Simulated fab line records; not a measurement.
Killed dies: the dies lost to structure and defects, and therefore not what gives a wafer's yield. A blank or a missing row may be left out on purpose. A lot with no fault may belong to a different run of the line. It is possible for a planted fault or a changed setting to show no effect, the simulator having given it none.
fab line records || flow sky130
[record] {"lots": 13, "wafers": 38, "last-day": 51}
route steps=708 shown CAP2M@603
lots untouched by any fault: they come from a run of this same line in which no faults occurred
start-h: start of the lot's first displayed wafer, in hours after the record's first day || wait-h: hours elapsed since this lot's preceding step || " repeats the value in the row above || L1.1+2: one row covering several wafers at once || - no value, or no start given || * or withheld: withheld || < > ~ a bound
route shown NAME@n: a module of which the file shows steps, and the number in the route of the first || usual: the fault-free wafers' mean and standard deviation || same: alike in all rows || chamber/n: place in a boat || sites: the reading at each site || _std_site: the standard deviation of these || _edge_site: inner sites' mean taken away from outer sites' mean || radius-mm: how far each site lies from the wafer's centre || mask NAME#n: copy n || behind: the tool/chamber that last shaped the wafer || hold: why the lot was held/for how many hours/how that ended || device: transistor that didn't switch, given as n, p or np || end of line: the same wafers' tests at the end of the route || for a step that has no rows: nothing shown but its recipe || killed: not the wafer's yield, but the dies lost to structure and defects at the first sort || map: a wafer's dies, x killed, . not, _ none there
set.NAME: the setting the step ran with; set.NAME@STEP: the setting that earlier step ran with || model.NAME: the simulator's own value behind a step, which no gauge read
steps of the route over a sample of lots; a table a step, a row a wafer
services: from which hour (start-h, from the record's first day; less than 0 if before it) a tool's chamber was out of use, for how many hours, and why
[[steps]]
[step SKY_CAP2M_CVD_00]
[recipe] {"material": "SiO2", "target-thk-nm": 15.5, "temp-c": 400, "time-s": "withheld", "rf-w": 450}
[usual] {"heater-power-w": "725/71", "susceptor-temp-C": "399.96/0.23"}
{"lot.wafer": "L653.3", "tool": "pecvd-04", "chamber": 2, "start-h": 929.27, "wait-h": 0.0, "heater-power-w": 821, "susceptor-temp-C": 399.66}
{"lot.wafer": "L653.4", "tool": "pecvd-04", "chamber": 0, "start-h": 929.27, "wait-h": 0.0, "heater-power-w": 656, "susceptor-temp-C": 400.31}
{"lot.wafer": "L653.6", "tool": "pecvd-04", "chamber": 1, "start-h": 929.27, "wait-h": 0.0, "heater-power-w": 648, "susceptor-temp-C": 400.14}
{"lot.wafer": "L654.1", "tool": "pecvd-02", "chamber": 0, "start-h": 932.53, "wait-h": 0.0, "heater-power-w": 828, "susceptor-temp-C": 400.21}
{"lot.wafer": "L654.4", "tool": "pecvd-02", "chamber": 1, "start-h": 932.53, "wait-h": 0.0, "heater-power-w": 767, "susceptor-temp-C": 400.02}
{"lot.wafer": "L654.5", "tool": "pecvd-02", "chamber": 1, "start-h": 932.53, "wait-h": 0.0, "heater-power-w": 781, "susceptor-temp-C": 399.99}
{"lot.wafer": "L655.1", "tool": "pecvd-04", "chamber": 1, "start-h": 938.53, "wait-h": 0.0, "heater-power-w": 796, "susceptor-temp-C": 399.98}
{"lot.wafer": "L655.3", "tool": "pecvd-04", "chamber": 2, "start-h": 938.53, "wait-h": 0.0, "heater-power-w": 726, "susceptor-temp-C": 400.11}
{"lot.wafer": "L655.5", "tool": "pecvd-04", "chamber": 1, "start-h": 938.53, "wait-h": 0.0, "heater-power-w": 778, "susceptor-temp-C": 399.85}
{"lot.wafer": "L656.1", "tool": "pecvd-01", "chamber": 0, "start-h": 948.70, "wait-h": 0.0, "heater-power-w": 679, "susceptor-temp-C": 399.65}
{"lot.wafer": "L656.2", "tool": "pecvd-01", "chamber": 1, "start-h": 948.70, "wait-h": 0.0, "heater-power-w": 699, "susceptor-temp-C": 400.30}
{"lot.wafer": "L656.5", "tool": "pecvd-01", "chamber": 1, "start-h": 948.70, "wait-h": 0.0, "heater-power-w": 721, "susceptor-temp-C": 400.09}
{"lot.wafer": "L657.1", "tool": "pecvd-01", "chamber": 2, "start-h": 956.42, "wait-h": 0.0, "heater-power-w": 645, "susceptor-temp-C": 399.87}
{"lot.wafer": "L657.3", "tool": "pecvd-01", "chamber": 1, "start-h": 956.42, "wait-h": 0.0, "heater-power-w": 807, "susceptor-temp-C": 400.01}
{"lot.wafer": "L657.5", "tool": "pecvd-01", "chamber": 0, "start-h": 956.42, "wait-h": 0.0, "heater-power-w": 605, "susceptor-temp-C": 399.74}
{"lot.wafer": "L658.1", "tool": "pecvd-01", "chamber": 1, "start-h": 967.12, "wait-h": 0.0, "heater-power-w": 716, "susceptor-temp-C": 399.92}
{"lot.wafer": "L658.3", "tool": "pecvd-01", "chamber": 2, "start-h": 967.12, "wait-h": 0.0, "heater-power-w": 691, "susceptor-temp-C": 400.00}
{"lot.wafer": "L658.4", "tool": "pecvd-01", "chamber": 2, "start-h": 967.12, "wait-h": 0.0, "heater-power-w": 679, "susceptor-temp-C": 399.94}
{"lot.wafer": "L659.2", "tool": "pecvd-01", "chamber": 0, "start-h": 970.32, "wait-h": 0.0, "heater-power-w": 596, "susceptor-temp-C": 399.99}
{"lot.wafer": "L659.3", "tool": "pecvd-01", "chamber": 2, "start-h": 970.32, "wait-h": 0.0, "heater-power-w": 751, "susceptor-temp-C": 399.95}
{"lot.wafer": "L659.4", "tool": "pecvd-01", "chamber": 0, "start-h": 970.32, "wait-h": 0.0, "heater-power-w": 624, "susceptor-temp-C": 400.06}
{"lot.wafer": "L660.2", "tool": "pecvd-04", "chamber": 1, "start-h": 980.42, "wait-h": 0.0, "heater-power-w": 801, "susceptor-temp-C": 399.94}
{"lot.wafer": "L660.3", "tool": "pecvd-04", "chamber": 0, "start-h": 980.42, "wait-h": 0.0, "heater-power-w": 690, "susceptor-temp-C": 399.49}
{"lot.wafer": "L660.6", "tool": "pecvd-04", "chamber": 1, "start-h": 980.42, "wait-h": 0.0, "heater-power-w": 777, "susceptor-temp-C": 400.09}
{"lot.wafer": "L661.2", "tool": "pecvd-04", "chamber": 1, "start-h": 988.48, "wait-h": 0.0, "heater-power-w": 766, "susceptor-temp-C": 399.90}
{"lot.wafer": "L661.3", "tool": "pecvd-04", "chamber": 0, "start-h": 988.48, "wait-h": 0.0, "heater-power-w": 718, "susceptor-temp-C": 399.63}
{"lot.wafer": "L661.4", "tool": "pecvd-04", "chamber": 2, "start-h": 988.48, "wait-h": 0.0, "heater-power-w": 815, "susceptor-temp-C": 399.72}
{"lot.wafer": "L662.1", "tool": "pecvd-02", "chamber": 2, "start-h": 990.32, "wait-h": 0.0, "heater-power-w": 634, "susceptor-temp-C": 399.88}
{"lot.wafer": "L662.4", "tool": "pecvd-02", "chamber": 2, "start-h": 990.32, "wait-h": 0.0, "heater-power-w": 649, "susceptor-temp-C": 399.70}
{"lot.wafer": "L662.6", "tool": "pecvd-02", "chamber": 0, "start-h": 990.32, "wait-h": 0.0, "heater-power-w": 816, "susceptor-temp-C": 399.88}
{"lot.wafer": "L671.2", "tool": "pecvd-04", "chamber": 2, "start-h": 1049.57, "wait-h": 0.0, "heater-power-w": 821, "susceptor-temp-C": 400.01}
{"lot.wafer": "L671.6", "tool": "pecvd-04", "chamber": 2, "start-h": 1049.57, "wait-h": 0.0, "heater-power-w": 833, "susceptor-temp-C": 399.87}
{"lot.wafer": "L674.2", "tool": "pecvd-02", "chamber": 1, "start-h": 1072.16, "wait-h": 0.0, "heater-power-w": 799, "susceptor-temp-C": 400.11}
{"lot.wafer": "L674.4", "tool": "pecvd-02", "chamber": 2, "start-h": 1072.16, "wait-h": 0.0, "heater-power-w": 637, "susceptor-temp-C": 400.13}
{"lot.wafer": "L674.5", "tool": "pecvd-02", "chamber": 0, "start-h": 1072.16, "wait-h": 0.0, "heater-power-w": 853, "susceptor-temp-C": 400.33}
{"lot.wafer": "L676.1", "tool": "pecvd-01", "chamber": 2, "start-h": 1102.46, "wait-h": 0.0, "heater-power-w": 724, "susceptor-temp-C": 399.98}
{"lot.wafer": "L676.3", "tool": "pecvd-01", "chamber": 1, "start-h": 1102.46, "wait-h": 0.0, "heater-power-w": 776, "susceptor-temp-C": 399.95}
{"lot.wafer": "L676.6", "tool": "pecvd-01", "chamber": 1, "start-h": 1102.46, "wait-h": 0.0, "heater-power-w": 785, "susceptor-temp-C": 399.87}
[step SKY_CAP2M_THK_MEAS_01]
[recipe] {"reads": "SiO2_of_CAP2M_CVD_00"}
[usual] {"CAP2M_CVD_00_THK": "15.49/0.27"}
{"lot.wafer": "L653.3", "tool": "film-metro-04", "chamber": "-", "start-h": 929.31, "wait-h": "-", "CAP2M_CVD_00_THK[nm]": 15.12}
{"lot.wafer": "L653.4", "tool": "film-metro-04", "chamber": "-", "start-h": 929.31, "wait-h": "-", "CAP2M_CVD_00_THK[nm]": 15.78}
{"lot.wafer": "L653.6", "tool": "film-metro-04", "chamber": "-", "start-h": 929.31, "wait-h": "-", "CAP2M_CVD_00_THK[nm]": 15.91}
{"lot.wafer": "L654.1", "tool": "film-metro-03", "chamber": "-", "start-h": 932.56, "wait-h": "-", "CAP2M_CVD_00_THK[nm]": 15.63}
{"lot.wafer": "L654.4", "tool": "film-metro-03", "chamber": "-", "start-h": 932.56, "wait-h": "-", "CAP2M_CVD_00_THK[nm]": 15.91}
{"lot.wafer": "L654.5", "tool": "film-metro-03", "chamber": "-", "start-h": 932.56, "wait-h": "-", "CAP2M_CVD_00_THK[nm]": 15.59}
{"lot.wafer": "L655.1", "tool": "film-metro-01", "chamber": "-", "start-h": 938.56, "wait-h": "-", "CAP2M_CVD_00_THK[nm]": 15.50}
{"lot.wafer": "L655.3", "tool": "film-metro-01", "chamber": "-", "start-h": 938.56, "wait-h": "-", "CAP2M_CVD_00_THK[nm]": 15.22}
{"lot.wafer": "L655.5", "tool": "film-metro-01", "chamber": "-", "start-h": 938.56, "wait-h": "-", "CAP2M_CVD_00_THK[nm]": 15.61}
{"lot.wafer": "L656.1", "tool": "film-metro-01", "chamber": "-", "start-h": 948.73, "wait-h": "-", "CAP2M_CVD_00_THK[nm]": 15.32}
{"lot.wafer": "L656.2", "tool": "film-metro-01", "chamber": "-", "start-h": 948.73, "wait-h": "-", "CAP2M_CVD_00_THK[nm]": 15.22}
{"lot.wafer": "L656.5", "tool": "film-metro-01", "chamber": "-", "start-h": 948.73, "wait-h": "-", "CAP2M_CVD_00_THK[nm]": 15.15}
{"lot.wafer": "L657.1", "tool": "film-metro-01", "chamber": "-", "start-h": 956.44, "wait-h": "-", "CAP2M_CVD_00_THK[nm]": 15.43}
{"lot.wafer": "L657.3", "tool": "film-metro-01", "chamber": "-", "start-h": 956.44, "wait-h": "-", "CAP2M_CVD_00_THK[nm]": 14.91}
{"lot.wafer": "L657.5", "tool": "film-metro-01", "chamber": "-", "start-h": 956.44, "wait-h": "-", "CAP2M_CVD_00_THK[nm]": 15.43}
{"lot.wafer": "L658.1", "tool": "film-metro-03", "chamber": "-", "start-h": 967.15, "wait-h": "-", "CAP2M_CVD_00_THK[nm]": 15.14}
{"lot.wafer": "L658.3", "tool": "film-metro-03", "chamber": "-", "start-h": 967.15, "wait-h": "-", "CAP2M_CVD_00_THK[nm]": 15.35}
{"lot.wafer": "L658.4", "tool": "film-metro-03", "chamber": "-", "start-h": 967.15, "wait-h": "-", "CAP2M_CVD_00_THK[nm]": 15.69}
{"lot.wafer": "L659.2", "tool": "film-metro-03", "chamber": "-", "start-h": 970.35, "wait-h": "-", "CAP2M_CVD_00_THK[nm]": 15.09}
{"lot.wafer": "L659.3", "tool": "film-metro-03", "chamber": "-", "start-h": 970.35, "wait-h": "-", "CAP2M_CVD_00_THK[nm]": 15.55}
{"lot.wafer": "L659.4", "tool": "film-metro-03", "chamber": "-", "start-h": 970.35, "wait-h": "-", "CAP2M_CVD_00_THK[nm]": 15.57}
{"lot.wafer": "L660.2", "tool": "film-metro-01", "chamber": "-", "start-h": 980.45, "wait-h": "-", "CAP2M_CVD_00_THK[nm]": 15.88}
{"lot.wafer": "L660.3", "tool": "film-metro-01", "chamber": "-", "start-h": 980.45, "wait-h": "-", "CAP2M_CVD_00_THK[nm]": 15.60}
{"lot.wafer": "L660.6", "tool": "film-metro-01", "chamber": "-", "start-h": 980.45, "wait-h": "-", "CAP2M_CVD_00_THK[nm]": 15.75}
{"lot.wafer": "L661.2", "tool": "film-metro-03", "chamber": "-", "start-h": 988.56, "wait-h": "-", "CAP2M_CVD_00_THK[nm]": 15.80}
{"lot.wafer": "L661.3", "tool": "film-metro-03", "chamber": "-", "start-h": 988.56, "wait-h": "-", "CAP2M_CVD_00_THK[nm]": 15.74}
{"lot.wafer": "L661.4", "tool": "film-metro-03", "chamber": "-", "start-h": 988.56, "wait-h": "-", "CAP2M_CVD_00_THK[nm]": 15.57}
{"lot.wafer": "L662.1", "tool": "film-metro-03", "chamber": "-", "start-h": 990.34, "wait-h": "-", "CAP2M_CVD_00_THK[nm]": 15.58}
{"lot.wafer": "L662.4", "tool": "film-metro-03", "chamber": "-", "start-h": 990.34, "wait-h": "-", "CAP2M_CVD_00_THK[nm]": 15.67}
{"lot.wafer": "L662.6", "tool": "film-metro-03", "chamber": "-", "start-h": 990.34, "wait-h": "-", "CAP2M_CVD_00_THK[nm]": 15.84}
{"lot.wafer": "L671.2", "tool": "film-metro-04", "chamber": "-", "start-h": 1049.60, "wait-h": "-", "CAP2M_CVD_00_THK[nm]": 15.20}
{"lot.wafer": "L671.6", "tool": "film-metro-04", "chamber": "-", "start-h": 1049.60, "wait-h": "-", "CAP2M_CVD_00_THK[nm]": 14.30}
{"lot.wafer": "L674.2", "tool": "film-metro-03", "chamber": "-", "start-h": 1072.19, "wait-h": "-", "CAP2M_CVD_00_THK[nm]": 15.43}
{"lot.wafer": "L674.4", "tool": "film-metro-03", "chamber": "-", "start-h": 1072.19, "wait-h": "-", "CAP2M_CVD_00_THK[nm]": 15.64}
{"lot.wafer": "L674.5", "tool": "film-metro-03", "chamber": "-", "start-h": 1072.19, "wait-h": "-", "CAP2M_CVD_00_THK[nm]": 15.44}
{"lot.wafer": "L676.1", "tool": "film-metro-04", "chamber": "-", "start-h": 1102.49, "wait-h": "-", "CAP2M_CVD_00_THK[nm]": 15.40}
{"lot.wafer": "L676.3", "tool": "film-metro-04", "chamber": "-", "start-h": 1102.49, "wait-h": "-", "CAP2M_CVD_00_THK[nm]": 14.81}
{"lot.wafer": "L676.6", "tool": "film-metro-04", "chamber": "-", "start-h": 1102.49, "wait-h": "-", "CAP2M_CVD_00_THK[nm]": 15.44}
[[services]]
{"tool": "pecvd-01", "chamber": 1, "start-h": 920.52, "hours": 5.6, "kind": "repair"}
{"tool": "pecvd-01", "chamber": 0, "start-h": 927.46, "hours": 2.1, "kind": "scheduled-down"}
{"tool": "pecvd-01", "chamber": 2, "start-h": 927.91, "hours": 4.8, "kind": "repair"}
{"tool": "pecvd-02", "chamber": 2, "start-h": 931.20, "hours": 5.5, "kind": "scheduled-down"}
{"tool": "pecvd-01", "chamber": 2, "start-h": 941.99, "hours": 7.0, "kind": "repair"}
{"tool": "pecvd-04", "chamber": 1, "start-h": 946.64, "hours": 5.5, "kind": "scheduled-down"}
{"tool": "pecvd-01", "chamber": "-", "start-h": 961.67, "hours": 0.9, "kind": "repair"}
{"tool": "pecvd-02", "chamber": 0, "start-h": 976.55, "hours": 2.1, "kind": "scheduled-down"}
{"tool": "pecvd-02", "chamber": 1, "start-h": 999.38, "hours": "-", "kind": "clean"}
{"tool": "pecvd-02", "chamber": 1, "start-h": 999.38, "hours": "-", "kind": "consumable-replace:showerhead"}
{"tool": "pecvd-02", "chamber": 1, "start-h": 999.38, "hours": 29.0, "kind": "scheduled-down"}
{"tool": "pecvd-02", "chamber": 1, "start-h": 999.38, "hours": 29.0, "kind": "vent-cycle"}
{"tool": "pecvd-01", "chamber": "-", "start-h": 1002.37, "hours": 2.8, "kind": "pm"}
{"tool": "pecvd-04", "chamber": 2, "start-h": 1007.93, "hours": 2.1, "kind": "scheduled-down"}
{"tool": "pecvd-01", "chamber": 0, "start-h": 1009.42, "hours": 5.5, "kind": "scheduled-down"}
{"tool": "pecvd-01", "chamber": 2, "start-h": 1029.68, "hours": 2.1, "kind": "scheduled-down"}
{"tool": "pecvd-02", "chamber": "-", "start-h": 1032.82, "hours": 2.4, "kind": "repair"}
{"tool": "pecvd-02", "chamber": 0, "start-h": 1062.67, "hours": 5.5, "kind": "scheduled-down"}
{"tool": "pecvd-04", "chamber": "-", "start-h": 1065.08, "hours": 2.8, "kind": "pm"}
{"tool": "pecvd-01", "chamber": 1, "start-h": 1072.75, "hours": 2.1, "kind": "scheduled-down"}
{"tool": "pecvd-04", "chamber": 0, "start-h": 1074.13, "hours": 2.1, "kind": "scheduled-down"}
{"tool": "pecvd-01", "chamber": "-", "start-h": 1075.03, "hours": 2.4, "kind": "repair"}
{"tool": "pecvd-04", "chamber": 2, "start-h": 1085.46, "hours": 4.5, "kind": "repair"}
{"tool": "pecvd-02", "chamber": "-", "start-h": 1102.45, "hours": 2.8, "kind": "pm"}
[[key]]
[first-sign] {"step": "SKY_CAP2M_THK_MEAS_01", "reading": "CAP2M_CVD_00_THK", "direction": "down", "sigmas": 4.4, "usual": 15.49, "struck": 14.30}
effect none on later readings
met-at SKY_CAP2M_CVD_00
struck-lots L671
struck-wafers L671.6
onset-between 988.48 1049.57
[fault] {"kind": "process-parameter-drift", "tool": "pecvd-04", "chamber": "-", "onset-h": 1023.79, "steps": "SKY_CAP2M_CVD_00", "channel": "target-thk-nm", "offset": -1.0767, "shape": "step", "end-h": 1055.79, "scope": "struck-wafers-only", "acts-in": "these-recipes-only", "stated": 15.5}
